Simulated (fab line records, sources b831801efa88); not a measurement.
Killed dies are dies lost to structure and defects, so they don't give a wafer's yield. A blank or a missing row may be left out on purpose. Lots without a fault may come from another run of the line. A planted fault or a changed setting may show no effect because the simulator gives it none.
Chamber matching | flow sky130 | SKY_VIA1_CMP_24 on cmp-02: 4 sister chambers
The step polishes, stops on SiO2, t overpolish 15 s, target thk 0 nm. 4 wafers are shown with their chamber, then 10 later ones without.

WAFERS WITH THEIR CHAMBER
wafer  | chamber | motor_current_A (A)
L261.4 | 0       | 9.6
L269.1 | 3       | 10.8
L272.1 | 1       | 11.9
L272.5 | 2       | 12.8

WAFERS WITHOUT THEIR CHAMBER
wafer  | motor_current_A (A)
L272.6 | 11.5
L273.1 | 11.2
L273.2 | 9.3
L273.4 | 11.9
L274.2 | 10.6
L274.4 | 12.1
L274.6 | 10.4
L280.3 | 12.4
L280.4 | 11.7
L280.6 | 11.4

WHICH CHAMBER EACH WENT THROUGH
wafer  | from the rows above     | in truth
L272.6 | can't be placed: 1 or 3 | 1
L273.1 | can't be placed: 3 or 1 | 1
L273.2 | 0                       | 0
L273.4 | 1                       | 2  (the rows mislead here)
L274.2 | 3                       | 3
L274.4 | can't be placed: 1 or 2 | 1
L274.6 | can't be placed: 3 or 0 | 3
L280.3 | can't be placed: 2 or 1 | 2
L280.4 | 1                       | 1
L280.6 | can't be placed: 1 or 3 | 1
Placed correctly: 3 of 10. Can't be placed from these rows: 6 (the true chamber is among the candidates in 6). Placed wrongly: 1.
How it was worked out, from the rows above alone: a wafer's distance from a chamber is the root of the sum, over the readings, of the square of ((its reading less the chamber's mean) divided by the reading's scatter). The wafer belongs to the nearest chamber; if the next one is less than 2 further off, it can't be placed. A chamber's mean is the mean of its shown wafers. The scatter: with one shown wafer a chamber, the root of the mean of the squares of how far each hidden wafer lies from its nearest shown one.
